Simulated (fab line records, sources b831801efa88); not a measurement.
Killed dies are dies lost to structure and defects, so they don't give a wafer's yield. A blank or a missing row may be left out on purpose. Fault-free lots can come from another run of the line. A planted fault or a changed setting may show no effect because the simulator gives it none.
Tool commonality check + flow sky130 + Sampled: 10 lots, 30 wafers

== REASON IT WAS OPENED ==
SKY_SPACER_THK_MEAS_01, reading SPACER_CVD_00_THK: flagged on 3 of 10 lots. Wafers without a fault read 42.8 nm, standard deviation 0.47.
Rule: flag the lot when none of its wafers has a number, or when each of its wafers that has one lies beyond 4 standard deviations from that mean. The other lots count as sound.

| lot  | measured     | on            | SPACER_CVD_00_THK (nm), wafer by wafer | flag    |
|------|--------------|---------------|----------------------------------------|---------|
| L463 | day 23 08:22 | film metro-03 | 42.1 42.1 42.1                         |         |
| L466 | day 24 15:26 | film metro-04 | 42.4 42.6 42.3                         |         |
| L467 | day 24 22:17 | film metro-03 | 42.6 42.8 42.8                         |         |
| L468 | day 25 16:13 | film metro-04 | 43.5 43.5 43.4                         |         |
| L469 | day 25 20:56 | film metro-03 | 42.2 42.2 42.5                         |         |
| L470 | day 26 02:06 | film metro-03 | 43.9 43.4 43.5                         |         |
| L471 | day 26 08:02 | film metro-04 | 43.7 43.5 43.4                         |         |
| L473 | day 27 13:49 | film metro-03 | 50.5 50.4 50.5                         | FLAGGED |
| L474 | day 27 23:15 | film metro-04 | 49.6 49.6 49.5                         | FLAGGED |
| L475 | day 28 00:35 | film metro-04 | 50.6 50.8 50.2                         | FLAGGED |
The numbers of the flagged lots are 50.2 nm on average: +7.4 nm against the usual, or +16 standard deviations.

== EACH LOT AND THE TOOL IT RAN ON ==
Before the reading, the record contains 2 process steps out of a 708-step route. Cell contents, in order: the tool; ch with the chambers the sampled wafers went through; the start.
| lot  | flag    | SKY_FIELD_ISO_STRIP_16              | SKY_SPACER_CVD_00           |
|------|---------|-------------------------------------|-----------------------------|
| L463 |         | plasma asher-02 ch 0,1, day 2 09:29 | lpcvd-02 ch 0, day 23 07:10 |
| L466 |         | plasma asher-03 ch 0,1, day 3 02:14 | lpcvd-02 ch 0, day 24 14:13 |
| L467 |         | plasma asher-03 ch 0, day 3 06:55   | lpcvd-02 ch 0, day 24 21:05 |
| L468 |         | plasma asher-03 ch 0,1, day 3 11:56 | lpcvd-02 ch 1, day 25 15:01 |
| L469 |         | plasma asher-04 ch 0,1, day 3 17:47 | lpcvd-02 ch 1, day 25 19:43 |
| L470 |         | plasma asher-04 ch 0,1, day 3 22:29 | lpcvd-02 ch 0, day 26 00:53 |
| L471 |         | plasma asher-04 ch 0,1, day 4 03:47 | lpcvd-02 ch 0, day 26 06:50 |
| L473 | FLAGGED | plasma asher-02 ch 0,1, day 4 13:50 | lpcvd-02 ch 1, day 27 12:35 |
| L474 | FLAGGED | plasma asher-03 ch 0,1, day 4 20:07 | lpcvd-02 ch 0, day 27 22:03 |
| L475 | FLAGGED | plasma asher-02 ch 0,1, day 5 00:40 | lpcvd-02 ch 0, day 27 23:23 |
What the steps here do:
- SKY_FIELD_ISO_STRIP_16: strips in O2/N2.
- SKY_SPACER_CVD_00: deposits Si3N4 from DCS/NH3, target thk 43.1 nm, time 740 s.
- SKY_SPACER_THK_MEAS_01

== FLAGGED OVER TOTAL, TOOL BY TOOL (the gauges that took the reading come last) ==
| step                   | tool            | lots run | flagged | share of the flagged lots | sound lots run after its first flagged lot |
|------------------------|-----------------|----------|---------|---------------------------|--------------------------------------------|
| SKY_FIELD_ISO_STRIP_16 | plasma asher-02 | 3        | 2       | some                      | 0                                          |
| SKY_FIELD_ISO_STRIP_16 | plasma asher-03 | 4        | 1       | some                      | 0                                          |
| SKY_FIELD_ISO_STRIP_16 | plasma asher-04 | 3        | 0       | none                      | -                                          |
| SKY_SPACER_CVD_00      | lpcvd-02        | 10       | 3       | all                       | 0                                          |
| SKY_SPACER_THK_MEAS_01 | film metro-03   | 5        | 1       | some                      | 0                                          |
| SKY_SPACER_THK_MEAS_01 | film metro-04   | 5        | 2       | some                      | 0                                          |

== WHAT THE TABLE ALLOWS ==
In the table, 1 row covers all flagged lots: lpcvd-02 at SKY_SPACER_CVD_00.
- lpcvd-02 at SKY_SPACER_CVD_00 ran 10 lots, 3 of them flagged. It ran its last sound lot, L471, at day 26 06:50 and its first flagged lot, L473, at day 27 12:35: a fault with its onset between the two fits. Its own readings (spike tc bottom C, spike tc centre C, spike tc upper C, susceptor temp C) fall more than 4 standard deviations out on all wafers of the flagged lots.
Left over: one tool, lpcvd-02 at SKY_SPACER_CVD_00.

== WHAT THE SIMULATOR HAD INSERTED ==
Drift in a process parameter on lpcvd-02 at SKY_SPACER_CVD_00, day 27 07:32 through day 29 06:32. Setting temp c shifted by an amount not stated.
Lots struck among those shown: L473, L474, L475. The rule above reached the same finding.
